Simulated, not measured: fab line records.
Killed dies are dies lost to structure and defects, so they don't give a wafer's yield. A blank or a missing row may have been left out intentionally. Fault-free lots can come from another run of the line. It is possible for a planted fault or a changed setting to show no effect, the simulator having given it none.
The same fault as seen by 2 desks + flow sky130 + each desk holds nothing but its own numbers, with what lay behind them at the end

== METROLOGY DESK ==
What the gauges read, lot by lot, whatever tool the lot ran on: means of the sampled wafers that have a number. Any lot whose mean is over 4 standard deviations away from the usual mean is out of limits and marked OUT; that distance is given in the brackets.
Columns: A = cdNm at SKY_VIA2_CD_MEAS_12, usual 200.3 nm; B = CAPM_TIN_THK at SKY_CAPM_THK_MEAS_04, usual 202.0 nm
| lot  | first seen here | A     | B     |
|------|-----------------|-------|-------|
| L432 | day 36 13:23    | 199.2 | 200.1 |
| L433 | day 36 16:02    | 199.1 | 202.9 |
| L435 | day 37 05:32    | 202.1 | 199.6 |
| L436 | day 37 09:14    | 200.5 | 201.7 |
| L438 | day 37 21:05    | 200.9 | 204.1 |
| L440 | day 38 16:25    | 199.8 | 201.8 |
| L441 | day 38 20:45    | 202.2 | 198.1 |
| L442 | day 38 22:56    | 198.6 | 204.9 |
| L443 | day 39 12:02    | 201.0 | 203.6 |
| L444 | day 39 17:17    | 201.2 | 201.1 |
| L448 | day 41 10:07    | 201.6 | 202.0 |
| L450 | day 41 22:41    | 201.3 | 202.4 |
Finding of this desk: none of the 12 lots has anything out of limits.

== THE TOOL OWNER'S DESK: pvdSputter-04 ==
The tool's own readings at SKY_METAL3_SPUTTER_01 (material TiN, target thk 20 nm, time 16.7 s): means of the sampled wafers that have a number, for each lot that ran on this tool. Any lot whose mean is over 4 standard deviations away from the usual mean is out of limits and marked OUT; that distance is given in the brackets.
Columns: A = chamberPressurePa at SKY_METAL3_SPUTTER_01, usual 0.3999 Pa; B = throttleValvePct at SKY_METAL3_SPUTTER_01, usual 30.1 %
| lot  | first seen here | A                | B    |
|------|-----------------|------------------|------|
| L432 | day 36 15:05    | 0.3995           | 30.2 |
| L433 | day 36 17:31    | 0.4007           | 30.6 |
| L436 | day 37 10:48    | 0.3996           | 30.4 |
| L442 | day 39 00:29    | 0.4008           | 30.5 |
| L443 | day 39 13:52    | 0.3996           | 30.3 |
| L444 | day 39 18:52    | 0.3999           | 30.3 |
| L448 | day 41 11:40    | 0.3844 (-19) OUT | 30.7 |
This desk finds L448 out of limits, L448 being first, at day 41 11:40 (chamberPressurePa at SKY_METAL3_SPUTTER_01). Within limits: L432, L433, L436, L442, L443, L444.

== TAKEN TOGETHER ==
On L448, at day 41 11:40, an alarm was possible from the tool owner's desk.
From the metrology desk's view, nothing was out of limits.
The metrology desk has L448 on record, within its limits.
On pvdSputter-04, each named lot ran SKY_METAL3_SPUTTER_01.

== WHAT WAS PUT IN BY THE SIMULATOR ==
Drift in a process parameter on pvdSputter-04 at SKY_METAL3_SPUTTER_01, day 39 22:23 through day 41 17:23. Setting chamberPressurePa, moved by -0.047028, from 0.4. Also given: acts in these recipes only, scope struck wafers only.
Lots struck among those shown: L448.
Hours from the fault's start to each desk's first reading out of limits: the tool owner's desk, 37.
